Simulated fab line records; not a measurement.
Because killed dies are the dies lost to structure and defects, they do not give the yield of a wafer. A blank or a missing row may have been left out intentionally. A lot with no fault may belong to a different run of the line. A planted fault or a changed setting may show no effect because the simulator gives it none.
fab line records | flow sky130
[record] lots = 7 | wafers = 21 | last_day = 49
route steps=708 shown VT_ADJUST_PCH@146 SONOS_TUNNEL@154 PAD_OPEN@708
lots untouched by any fault: they come from a run of this same line in which no faults occurred
start_h: hours from the record's opening day to when the first of the lot's shown wafers began | wait_h: how many hours have passed since the lot's step before this one | " unchanged from the row above | L1.1+2: one row covering several wafers at once | - value missing, or start not given | * or withheld: withheld | < > ~ a bound
route shown NAME@n: names a module that has steps shown in the file, with the first one's number in the route | usual: mean/standard deviation of fault-free wafers | same: alike in all rows | chamber/n: place in a boat | sites: per-site readings | _std_site: how widely they spread, as a standard deviation | _edge_site: the outer-site mean with the inner-site mean subtracted | radius_mm: how far each site lies from the wafer's centre | mask NAME#n: copy n | behind: tool/chamber where the wafer was last shaped | hold: what put the lot on hold/how long, in hours/how the hold closed | device: which transistor (n, p or np) failed to switch | end of line: at the end of the route, the tests of the same wafers | a step without rows: its recipe alone | killed: the dies lost at the first sort to structure and to defects; this is not the yield of the wafer | map: shows each die of a wafer: x if killed, . if not, _ if none is there
set.NAME: the setting as run; set.NAME@STEP: as run at that earlier step | model.NAME: the simulator's own value behind a step, which no gauge read
certain route steps with their lots: each step a table, each wafer a row
services: when a tool's chamber went out of use (start_h, in hours from the record's first day, below 0 if earlier), for how many hours, and the reason
[[steps]]
[step SKY_VT_ADJUST_PCH_SOFTBAKE_03]
[recipe] temp_c = 110 | time_s = withheld
[step SKY_VT_ADJUST_PCH_EXPOSE_04]
[recipe] mask_id = NWM | na = 0.6 | source_shape = conventional | sigma_outer = 0.6 | polarization = unpolarized | target_cd_nm = 840 | dose_mj = 255
[step SKY_VT_ADJUST_PCH_PEB_05]
[recipe] temp_c = 115 | time_s = withheld
[step SKY_VT_ADJUST_PCH_DEVELOP_06]
[recipe] wall_angle_deg = 90 | developer = TMAH | develop_time_s = 60 | dev_temp_c = 23
[step SKY_VT_ADJUST_PCH_OVL_MEAS_07]
[usual] VT_ADJUST_PCH_OVL = 0.2/1.3
lot.wafer | tool       | chamber | start_h | wait_h | VT_ADJUST_PCH_OVL[nm]
L372.2    | overlay-02 | -       | 232.97  | -      | 2.3
L372.4    | "          | -       | "       | "      | 1.3
L372.6    | "          | -       | "       | "      | 3.2
L378.2    | overlay-02 | -       | 278.13  | -      | 0.1
L378.5    | "          | -       | "       | "      | -0.8
L378.6    | "          | -       | "       | "      | -0.4
L382.2    | overlay-01 | -       | 311.18  | -      | -0.3
L382.3    | "          | -       | "       | "      | -1.8
L382.6    | "          | -       | "       | "      | -0.5
L387.1    | overlay-01 | -       | 349.93  | -      | 0.3
L387.4    | "          | -       | "       | "      | 0.7
L387.6    | "          | -       | "       | "      | 2.1
L388.3    | overlay-01 | -       | 353.83  | -      | 1.6
L388.4    | "          | -       | "       | "      | -0.1
L388.6    | "          | -       | "       | "      | -1.1
L389.2    | overlay-02 | -       | 360.22  | -      | 0.8
L389.4    | "          | -       | "       | "      | 1.1
L389.5    | "          | -       | "       | "      | -1.5
L391.1    | overlay-01 | -       | 379.12  | -      | 0.1
L391.5    | "          | -       | "       | "      | -1.2
L391.6    | "          | -       | "       | "      | -0.3
[step SKY_VT_ADJUST_PCH_IMPLANT_08]
[recipe] species = B | energy_kev = 10 | dose_cm2 = 5e+11 | tilt_deg = withheld
[step SKY_VT_ADJUST_PCH_STRIP_09]
[recipe] chemistry = O2/N2 | power_w = 1400 | pressure_mtorr = 1500 | platen_temp_c = withheld | o2_flow_sccm = 3000 | n2_flow_sccm = 300 | overash_fraction = 0.5
[usual] drypump_motor_current_A = 6.10/0.21 | oes_product_au = 0.722/0.0041 | strip_time_to_endpoint_s = 36.86/0.12
lot.wafer | tool            | chamber | start_h | wait_h | drypump_motor_current_A | oes_product_au | rf_hours_counter_h | strip_time_to_endpoint_s
L372.2    | plasma_asher-01 | 1       | 233.15  | 0.1    | 6.37                    | 0.726          | 11                 | 36.69
L372.4    | "               | 1       | "       | "      | 6.38                    | 0.722          | -                  | 36.78
L372.6    | "               | 0       | "       | "      | 6.03                    | 0.721          | -                  | 36.68
L378.2    | plasma_asher-01 | 0       | 278.31  | 0.1    | 6.07                    | 0.716          | 16                 | 36.94
L378.5    | "               | 0       | "       | "      | 6.03                    | 0.728          | -                  | 36.85
L378.6    | "               | 1       | "       | "      | 6.35                    | 0.717          | -                  | 36.95
L382.2    | plasma_asher-03 | 0       | 311.36  | 0.1    | 6.19                    | 0.724          | 52                 | 36.98
L382.3    | "               | 0       | "       | "      | 6.18                    | 0.721          | -                  | 36.94
L382.6    | "               | 1       | "       | "      | 6.29                    | 0.722          | -                  | 36.89
L387.1    | plasma_asher-04 | 0       | 350.11  | 0.1    | 5.79                    | 0.724          | 63                 | 36.85
L387.4    | "               | 1       | "       | "      | 5.91                    | 0.722          | -                  | 36.83
L387.6    | "               | 0       | "       | "      | 5.80                    | 0.729          | -                  | 36.79
L388.3    | plasma_asher-04 | 0       | 354.03  | 0.1    | 5.73                    | 0.722          | -                  | 37.04
L388.4    | "               | 1       | "       | "      | 5.87                    | 0.725          | -                  | 37.01
L388.6    | "               | 0       | "       | "      | 5.76                    | 0.721          | -                  | 36.98
L389.2    | plasma_asher-01 | 1       | 360.40  | 0.1    | 6.36                    | 0.718          | 24                 | 37.12
L389.4    | "               | 0       | "       | "      | 6.04                    | 0.729          | -                  | 36.93
L389.5    | "               | 1       | "       | "      | 6.35                    | 0.717          | -                  | 36.94
L391.1    | plasma_asher-01 | 0       | 379.31  | 0.1    | 6.08                    | 0.717          | 26                 | 36.84
L391.5    | "               | 0       | "       | "      | 6.05                    | 0.719          | -                  | 36.82
L391.6    | "               | 1       | "       | "      | 6.38                    | 0.729          | -                  | 36.86
[step SKY_VT_ADJUST_PCH_TW_MEAS_10]
[usual] VT_ADJUST_PCH_TW = 143.6/2.4
lot.wafer | tool          | chamber | start_h | wait_h | VT_ADJUST_PCH_TW
L372.2    | film_metro-01 | -       | 233.26  | 0.1    | 141.4
L372.4    | "             | -       | "       | "      | 142.4
L372.6    | "             | -       | "       | "      | 142.0
L378.2    | film_metro-03 | -       | 278.42  | 0.1    | 143.6
L378.5    | "             | -       | "       | "      | 143.7
L378.6    | "             | -       | "       | "      | 143.2
L382.2    | film_metro-01 | -       | 311.47  | 0.1    | 140.3
L382.3    | "             | -       | "       | "      | 140.6
L382.6    | "             | -       | "       | "      | 140.9
L387.1    | film_metro-02 | -       | 350.21  | 0.1    | 145.9
L387.4    | "             | -       | "       | "      | 146.3
L387.6    | "             | -       | "       | "      | 146.2
L388.3    | film_metro-02 | -       | 354.12  | 0.1    | 147.3
L388.4    | "             | -       | "       | "      | 146.7
L388.6    | "             | -       | "       | "      | 147.2
L389.2    | film_metro-03 | -       | 360.51  | 0.1    | 143.2
L389.4    | "             | -       | "       | "      | 143.1
L389.5    | "             | -       | "       | "      | 142.6
L391.1    | film_metro-03 | -       | 379.41  | 0.1    | 145.0
L391.5    | "             | -       | "       | "      | 143.4
L391.6    | "             | -       | "       | "      | 143.0
[step SKY_SONOS_TUNNEL_DEHYDRATE_00]
[recipe] temp_c = 200 | time_s = 60
[step SKY_SONOS_TUNNEL_HMDS_01]
[recipe] prime_time_s = 60 | prime_temp_c = 120
[step SKY_SONOS_TUNNEL_COAT_02]
[recipe] resist = NOVOLAK | spin_rpm = 3000 | resist_thk_nm = 1140
[step SKY_SONOS_TUNNEL_SOFTBAKE_03]
[recipe] temp_c = 90 | time_s = 60 | resist = NOVOLAK
[step SKY_SONOS_TUNNEL_EXPOSE_04]
[recipe] mask_id = TUNM | na = 0.6 | source_shape = conventional | sigma_outer = 0.6 | polarization = unpolarized | target_cd_nm = 410 | dose_mj = 136
[usual] exposure_dose_mJ_cm2 = 135.92/0.15
[same] sigma_outer = 0.6
lot.wafer | tool             | chamber | start_h | wait_h | mask   | exposure_dose_mJ_cm2
L372.2    | iline_stepper-02 | 0       | 244.29  | -      | TUNM#0 | 135.79
L372.4    | "                | 0       | "       | "      | TUNM#0 | 136.01
L372.6    | "                | 0       | "       | "      | TUNM#0 | 135.66
L378.2    | iline_stepper-01 | 0       | 290.66  | -      | TUNM#0 | 136.16
L378.5    | "                | 0       | "       | "      | TUNM#0 | 135.86
L378.6    | "                | 0       | "       | "      | TUNM#0 | 135.97
L382.2    | iline_stepper-01 | 0       | 324.69  | -      | TUNM#0 | 136.10
L382.3    | "                | 0       | "       | "      | TUNM#0 | 135.84
L382.6    | "                | 0       | "       | "      | TUNM#0 | 135.87
L387.1    | iline_stepper-02 | 0       | 364.05  | -      | TUNM#0 | 104.33
L387.4    | "                | 0       | "       | "      | TUNM#0 | 104.20
L387.6    | "                | 0       | "       | "      | TUNM#0 | 104.34
L388.3    | iline_stepper-02 | 0       | 368.11  | -      | TUNM#0 | 104.33
L388.4    | "                | 0       | "       | "      | TUNM#0 | 104.11
L388.6    | "                | 0       | "       | "      | TUNM#0 | 104.13
L389.2    | iline_stepper-01 | 0       | 374.97  | -      | TUNM#0 | 135.92
L389.4    | "                | 0       | "       | "      | TUNM#0 | 135.90
L389.5    | "                | 0       | "       | "      | TUNM#0 | 135.94
L391.1    | iline_stepper-02 | 0       | 394.05  | -      | TUNM#0 | 115.63
L391.5    | "                | 0       | "       | "      | TUNM#0 | 115.53
L391.6    | "                | 0       | "       | "      | TUNM#0 | 115.62
[step SKY_SONOS_TUNNEL_PEB_05]
[recipe] temp_c = withheld | time_s = * | resist = NOVOLAK
[step SKY_SONOS_TUNNEL_DEVELOP_06]
[recipe] resist = NOVOLAK | developer = TMAH | develop_time_s = 60 | dev_temp_c = 23
[step SKY_SONOS_TUNNEL_CD_MEAS_07]
[recipe] target_cd_nm = 410
[usual] cd_nm = 409.3/2.3
lot.wafer | tool      | chamber | start_h | wait_h | cd_nm
L372.2    | cd_sem-01 | -       | 255.99  | 0.1    | 408.9
L372.4    | "         | -       | "       | "      | 408.6
L372.6    | "         | -       | "       | "      | 408.3
L378.2    | cd_sem-01 | -       | 302.89  | 0.1    | 412.4
L378.5    | "         | -       | "       | "      | 409.9
L378.6    | "         | -       | "       | "      | 411.9
L382.2    | cd_sem-02 | -       | 337.99  | 0.1    | 406.1
L382.3    | "         | -       | "       | "      | 409.5
L382.6    | "         | -       | "       | "      | 406.5
L387.1    | cd_sem-01 | -       | 378.66  | 0.1    | 333.7
L387.4    | "         | -       | "       | "      | 335.3
L387.6    | "         | -       | "       | "      | 332.3
L388.3    | cd_sem-01 | -       | 381.96  | 0.1    | 335.5
L388.4    | "         | -       | "       | "      | 334.9
L388.6    | "         | -       | "       | "      | 335.2
L389.2    | cd_sem-02 | -       | 389.04  | 0.1    | 410.8
L389.4    | "         | -       | "       | "      | 410.4
L389.5    | "         | -       | "       | "      | 408.9
L391.1    | cd_sem-01 | -       | 408.56  | 0.1    | 365.0
L391.5    | "         | -       | "       | "      | 363.2
L391.6    | "         | -       | "       | "      | 364.3
[step SKY_SONOS_TUNNEL_OVL_MEAS_08]
[usual] SONOS_TUNNEL_OVL = 0.7/1.4
lot.wafer | tool       | chamber | start_h | wait_h | SONOS_TUNNEL_OVL[nm]
L372.2    | overlay-01 | -       | 256.10  | 0.1    | 1.1
L372.4    | "          | -       | "       | "      | -0.2
L372.6    | "          | -       | "       | "      | -1.7
L378.2    | overlay-02 | -       | 303.00  | 0.1    | 1.1
L378.5    | "          | -       | "       | "      | -2.0
L378.6    | "          | -       | "       | "      | -1.1
L382.2    | overlay-02 | -       | 338.10  | 0.1    | 1.3
L382.3    | "          | -       | "       | "      | 2.3
L382.6    | "          | -       | "       | "      | 2.7
L387.1    | overlay-01 | -       | 378.78  | 0.1    | -0.1
L387.4    | "          | -       | "       | "      | 1.4
L387.6    | "          | -       | "       | "      | -2.0
L388.3    | overlay-01 | -       | 382.05  | 0.1    | 0.2
L388.4    | "          | -       | "       | "      | 0.2
L388.6    | "          | -       | "       | "      | 1.1
L389.2    | overlay-01 | -       | 389.15  | 0.1    | -0.6
L389.4    | "          | -       | "       | "      | 1.5
L389.5    | "          | -       | "       | "      | -0.2
L391.1    | overlay-02 | -       | 408.68  | 0.1    | 0.3
L391.5    | "          | -       | "       | "      | 1.9
L391.6    | "          | -       | "       | "      | 1.5
[step SKY_PAD_OPEN_PROBE_99]
[usual] killed_at_M0_to_M3 = 44/7.1 | killed_at_M4_up = 3.3/1.8 | killed_at_contacts = 23/5.5 | killed_at_front_end = 15/4.5 | killed_at_other = 0.2/0.48 | killed_dies = 85/8.4 | killed_on_rim = 17/3.5 | killed_open = 46/6.6 | killed_short = 39/6.1
[same] gross_dies = 492 | killed_at_back_side = 0
lot.wafer | tool      | chamber | start_h | wait_h | killed_at_M0_to_M3 | killed_at_M4_up | killed_at_contacts | killed_at_front_end | killed_at_other | killed_dies | killed_on_rim | killed_open | killed_short
L372.2    | prober-02 | -       | 1080.34 | 0.1    | 51                 | 2               | 24                 | 9                   | 0               | 86          | 16            | 48          | 38
L372.4    | prober-02 | -       | 1080.44 | 0.2    | 39                 | 1               | 28                 | 31                  | 0               | 99          | 16            | 52          | 47
L372.6    | prober-02 | -       | 1080.54 | 0.2    | 43                 | 1               | 21                 | 22                  | 1               | 88          | 15            | 46          | 42
L378.2    | prober-02 | -       | 1119.15 | 0.1    | 54                 | 4               | 13                 | 17                  | 0               | 88          | 23            | 48          | 40
L378.5    | prober-02 | -       | 1119.30 | 0.2    | 45                 | 3               | 18                 | 16                  | 0               | 82          | 17            | 44          | 36
L378.6    | prober-02 | -       | 1119.35 | 0.2    | 43                 | 5               | 13                 | 20                  | 0               | 81          | 14            | 34          | 47
L382.2    | prober-02 | -       | 1142.91 | 0.1    | 48                 | 6               | 23                 | 23                  | 0               | 100         | 17            | 51          | 48
L382.3    | prober-02 | -       | 1142.96 | 0.2    | 44                 | 2               | 22                 | 27                  | 1               | 96          | 22            | 42          | 54
L382.6    | prober-02 | -       | 1143.11 | 0.2    | 36                 | 6               | 16                 | 28                  | 0               | 86          | 15            | 44          | 42
L388.3    | prober-02 | -       | 1172.55 | 0.2    | 51                 | 6               | 20                 | 248                 | 1               | 326         | 94            | 59          | 37
L388.4    | prober-02 | -       | 1172.60 | 0.2    | 52                 | 6               | 23                 | 247                 | 0               | 328         | 93            | 48          | 44
L388.6    | prober-02 | -       | 1172.70 | 0.2    | 37                 | 1               | 26                 | 257                 | 0               | 321         | 93            | 46          | 36
L389.2    | prober-01 | -       | 1176.59 | 0.1    | 44                 | 2               | 29                 | 16                  | 0               | 91          | 17            | 57          | 34
L389.4    | prober-01 | -       | 1176.69 | 0.2    | 46                 | 3               | 20                 | 18                  | 0               | 87          | 26            | 50          | 37
L389.5    | prober-01 | -       | 1176.74 | 0.2    | 48                 | 4               | 23                 | 13                  | 0               | 88          | 12            | 46          | 42
L387.1    | prober-02 | -       | 1177.69 | 0.1    | 53                 | 2               | 21                 | 256                 | 1               | 333         | 95            | 41          | 49
L387.4    | prober-02 | -       | 1177.84 | 0.2    | 51                 | 2               | 20                 | 258                 | 0               | 331         | 96            | 42          | 42
L387.6    | prober-02 | -       | 1177.94 | 0.2    | 32                 | 2               | 17                 | 294                 | 0               | 345         | 92            | 38          | 28
L391.1    | prober-02 | -       | 1185.03 | 0.1    | 32                 | 3               | 33                 | 33                  | 0               | 101         | 25            | 48          | 42
L391.5    | prober-02 | -       | 1185.23 | 0.2    | 50                 | 1               | 22                 | 20                  | 1               | 94          | 19            | 37          | 50
L391.6    | prober-02 | -       | 1185.28 | 0.2    | 41                 | 5               | 25                 | 26                  | 0               | 97          | 25            | 49          | 40
// killed by level:class
L372.2 VIA2:geometric_particle:open=13 VIA1:geometric_particle:open=9 CONTACT:geometric_particle:open=7 LOCAL_INTERCONNECT:geometric_particle:short=6 VIA3:geometric_particle:open=6 CONTACT:geometric_particle:short=5 VIA1:geometric_particle:short=4 METAL2:geometric_particle:short=4
L372.4 FIELD_ISO:geometric_particle:short=10 CONTACT:geometric_particle:open=9 LI_CONTACT:geometric_particle:open=8 VIA1:geometric_particle:open=8 FIELD_ISO:geometric_particle:open=7 POLY_GATE:geometric_particle:open=7 VIA1:geometric_particle:short=6 VIA3:geometric_particle:open=6
L372.6 VIA2:geometric_particle:open=8 CONTACT:geometric_particle:open=7 VIA3:geometric_particle:open=7 METAL1:geometric_particle:short=6 LI_CONTACT:geometric_particle:open=5 POLY_GATE:geometric_particle:short=5 POLY_GATE:geometric_particle:open=5 VIA1:geometric_particle:open=5
L378.2 VIA3:geometric_particle:open=11 METAL2:geometric_particle:short=9 VIA1:geometric_particle:open=8 VIA2:geometric_particle:short=7 FIELD_ISO:geometric_particle:open=6 LI_CONTACT:geometric_particle:open=5 POLY_GATE:geometric_particle:short=4 CONTACT:geometric_particle:short=4
L378.5 VIA3:geometric_particle:open=9 VIA1:geometric_particle:short=9 VIA1:geometric_particle:open=8 POLY_GATE:geometric_particle:open=6 LI_CONTACT:geometric_particle:open=6 CONTACT:geometric_particle:open=5 POLY_GATE:geometric_particle:short=4 VIA3:geometric_particle:short=4
L378.6 VIA1:geometric_particle:open=8 METAL2:geometric_particle:short=7 POLY_GATE:geometric_particle:short=6 VIA3:geometric_particle:open=6 VIA3:geometric_particle:short=6 VIA1:geometric_particle:short=5 FIELD_ISO:geometric_particle:open=4 METAL1:geometric_particle:short=4
L382.2 VIA1:geometric_particle:open=12 METAL2:geometric_particle:short=9 VIA3:geometric_particle:open=9 POLY_GATE:geometric_particle:short=8 LI_CONTACT:geometric_particle:open=8 POLY_GATE:geometric_particle:open=5 METAL1:geometric_particle:short=5 FIELD_ISO:geometric_particle:short=4
L382.3 POLY_GATE:geometric_particle:short=8 METAL2:geometric_particle:short=8 VIA1:geometric_particle:open=8 CONTACT:geometric_particle:open=6 VIA3:geometric_particle:short=6 FIELD_ISO:geometric_particle:open=5 VIA1:geometric_particle:short=5 VIA3:geometric_particle:open=5
L382.6 VIA1:geometric_particle:open=9 FIELD_ISO:geometric_particle:short=8 FIELD_ISO:geometric_particle:open=7 LI_CONTACT:geometric_particle:open=6 VIA3:geometric_particle:open=6 POLY_GATE:geometric_particle:short=5 CONTACT:geometric_particle:open=4 METAL1:geometric_particle:short=4
L388.3 SONOS_TUNNEL:area_expose=229 VIA1:geometric_particle:open=14 VIA2:geometric_particle:open=9 VIA3:geometric_particle:open=8 LI_CONTACT:geometric_particle:open=6 VIA1:geometric_particle:short=6 FIELD_ISO:geometric_particle:short=5 FIELD_ISO:geometric_particle:open=4
L388.4 SONOS_TUNNEL:area_expose=236 VIA3:geometric_particle:open=12 VIA1:geometric_particle:short=8 VIA1:geometric_particle:open=8 VIA2:geometric_particle:open=7 LI_CONTACT:geometric_particle:open=6 LOCAL_INTERCONNECT:geometric_particle:short=5 CONTACT:geometric_particle:open=5
L388.6 SONOS_TUNNEL:area_expose=239 LI_CONTACT:geometric_particle:open=10 VIA1:geometric_particle:open=7 CONTACT:geometric_particle:open=6 VIA1:geometric_particle:short=6 POLY_GATE:geometric_particle:short=5 METAL2:geometric_particle:short=5 VIA3:geometric_particle:open=5
L389.2 CONTACT:geometric_particle:open=14 LI_CONTACT:geometric_particle:open=9 VIA1:geometric_particle:open=9 METAL2:geometric_particle:short=7 VIA1:geometric_particle:short=6 VIA2:geometric_particle:open=6 VIA3:geometric_particle:open=5 FIELD_ISO:geometric_particle:short=4
L389.4 VIA1:geometric_particle:open=11 VIA3:geometric_particle:open=9 CONTACT:geometric_particle:open=8 LI_CONTACT:geometric_particle:open=6 FIELD_ISO:geometric_particle:open=5 POLY_GATE:geometric_particle:short=5 VIA2:geometric_particle:open=5 METAL2:geometric_particle:short=5
L389.5 METAL1:geometric_particle:short=10 CONTACT:geometric_particle:open=9 VIA1:geometric_particle:open=9 VIA3:geometric_particle:open=8 METAL2:geometric_particle:short=6 LOCAL_INTERCONNECT:geometric_particle:short=6 VIA3:geometric_particle:short=4 FIELD_ISO:geometric_particle:short=3
L387.1 SONOS_TUNNEL:area_expose=243 METAL1:geometric_particle:short=10 VIA1:geometric_particle:open=8 CONTACT:geometric_particle:open=7 VIA1:geometric_particle:short=7 METAL2:geometric_particle:short=7 VIA2:geometric_particle:open=6 VIA3:geometric_particle:open=5
L387.4 SONOS_TUNNEL:area_expose=246 VIA3:geometric_particle:open=12 METAL1:geometric_particle:short=9 CONTACT:geometric_particle:open=8 METAL2:geometric_particle:short=7 POLY_GATE:geometric_particle:short=5 VIA1:geometric_particle:open=5 LI_CONTACT:geometric_particle:open=4
L387.6 SONOS_TUNNEL:area_expose=278 VIA1:geometric_particle:open=8 LI_CONTACT:geometric_particle:open=6 METAL3:geometric_particle:short=5 VIA2:geometric_particle:open=5 POLY_GATE:geometric_particle:open=4 METAL2:geometric_particle:short=4 FIELD_ISO:geometric_particle:short=3
L391.1 SONOS_TUNNEL:area_expose=11 CONTACT:geometric_particle:short=9 CONTACT:geometric_particle:open=9 VIA1:geometric_particle:open=8 POLY_GATE:geometric_particle:open=6 LI_CONTACT:geometric_particle:open=5 LOCAL_INTERCONNECT:geometric_particle:short=5 METAL1:geometric_particle:short=4
L391.5 VIA1:geometric_particle:open=12 METAL1:geometric_particle:short=9 SONOS_TUNNEL:area_expose=7 VIA3:geometric_particle:open=6 METAL3:geometric_particle:short=5 LI_CONTACT:geometric_particle:short=5 CONTACT:geometric_particle:short=5 CONTACT:geometric_particle:open=5
L391.6 CONTACT:geometric_particle:open=8 VIA2:geometric_particle:open=8 SONOS_TUNNEL:area_expose=8 VIA1:geometric_particle:open=7 VIA3:geometric_particle:open=6 FIELD_ISO:geometric_particle:short=5 METAL1:geometric_particle:short=5 LI_CONTACT:geometric_particle:open=5
// map L387.6 (x killed, . not)
__________xxxxxxxxxx_________
________xxxxxxxx.xxxxx_______
______xxxxxxxxxx.xxxxxxx_____
_____xxxxx.x.xxxx..xxxxxx____
____x.xx..xx....x.xxxxxxxx___
___xxx.xxxxxx..xx.x.xxxxxxx__
__xxxxxxx.xx...x...x..xxxxxx_
_xxxx..xxxxx......x.xx.xxxxxx
_xxxx..x.x.xx.....x.x..xxxxxx
_xxxxxxxx....x.x....xxx..xxxx
_xxxxx.x..x...xx...xxx.xxxxxx
_xxxx.xxx....x.x.x....xx.x.xx
_xxx.x.x.x..x..x.xxx.xxx.x.xx
_xxxxxxx..x..xx....x.x..x.xxx
_xxxxxxx.x...xxxx.x...xxxxxxx
__xxxxxxxx.x..x.x.x.xxxx.xxx_
___xxxxxxxx...xx.xxxxxx.xxx__
____xxxxx..xx...xxxxx.xx.x___
_____xxxxxxxxxxx...x.xxxx____
______.xxxx..x.xx..xxxxx_____
________xxxxx..xxxxxxx_______
__________x.xxxxxxxx_________
// map L388.4 (x killed, . not)
__________xxxxxxxxxx_________
________xxxxxx.xxxxxxx_______
______xxxxx..xxxxxxxxxxx_____
_____xxxxxxxxx..xxxxxxxxx____
____xxxxxxx.xxxx.x.x....xx___
___xxxxxxxxxxxxxxx..x..xxxx__
__xxxxx.x.xxx...x.xxxxx.xxxx_
_xxxxxxxxxx...x.....x..xxxx.x
_xxx.xx.............xxxxx.xxx
_xxxx.x.x.x...xxxxx...xx.xx.x
_xxxx.x.xx..x...x...xx.x..xxx
_xxxxxx..x......x....xx.xxxx.
_xxxx...xx.....x.....x..xx.xx
_xxxx.xx.x.x.x.........xxxxxx
_xxxx..x..x.....x.x.x...xxxxx
__xxxxxx.x.xx.xx..xx.x.xxxxx_
___xx.x.x..x..xx...xxx.xxxx__
____xxxxxx...xxx....xxxxxx___
_____xxxxxxxxxxxxxx.x.xxx____
______xxxxxx.x.x.x.xxxxx_____
________xxxxxxx...xxxx_______
__________xxxxxxx.xx_________
[[services]]
tool             | chamber | start_h | hours | kind
iline_stepper-02 | -       | 216.00  | 3.9   | repair
plasma_asher-04  | -       | 217.50  | 3.7   | repair
plasma_asher-03  | -       | 226.50  | 2.6   | repair
plasma_asher-03  | -       | 232.62  | 1.0   | repair
plasma_asher-04  | -       | 263.57  | 15.6  | pm
iline_stepper-02 | -       | 295.85  | 1.4   | repair
plasma_asher-01  | -       | 299.56  | 13.6  | repair
iline_stepper-01 | 0       | 311.50  | -     | calibration
plasma_asher-04  | -       | 315.32  | 3.6   | repair
iline_stepper-01 | -       | 392.67  | 1.7   | pm
[[key]]
[first_sign] step = SKY_SONOS_TUNNEL_EXPOSE_04 | reading = exposure_dose_mJ_cm2 | direction = down | sigmas = 99+ | usual = * | struck = *
[effect] step = SKY_SONOS_TUNNEL_CD_MEAS_07 | reading = cd_nm | direction = down | sigmas = 28 | usual = 409.3 | struck = 344.4 | through = control_loop
[effect] step = SKY_PAD_OPEN_PROBE_99 | reading = killed_at_front_end | direction = up | sigmas = 37 | usual = 15 | struck = 182 | wafers_moved = 7
[more_kills_born_at] SKY_SONOS_TUNNEL_EXPOSE_04@iline_stepper-02 = 1497
met_at SKY_SONOS_TUNNEL_EXPOSE_04
struck_wafers L387.1,L387.4,L387.6,L388.3,L388.4,L388.6,L391.1,L391.5,L391.6
later_rows_left_out L387.4,L387.6
tester_left_out L387,L388,L391
[loop_trim] step = SKY_SONOS_TUNNEL_EXPOSE_04 | setting = dose | lots = L391
onset_between 244.29 364.05
[fault] kind = process_parameter_drift | tool = iline_stepper-02 | chamber = - | onset_h = 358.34 | steps = SKY_SONOS_TUNNEL_EXPOSE_04 | channel = dose_mj | offset = -31.674 | shape = step | acts_in = these_recipes_only | stated = 136
// tester_left_out: of these lots the tester's yield and bins aren't shown, on N5 and GAA mostly nor the transistor test; their killed dies are dies lost to structure and defects alone, not to doping, threshold or leakage, so they don't give the yield
// later_rows_left_out: the simulator's readings of these wafers behind a module that went badly wrong aren't trusted and aren't shown, but for the sort
// loop_trim: a control loop set the setting to another value than it would have without faults
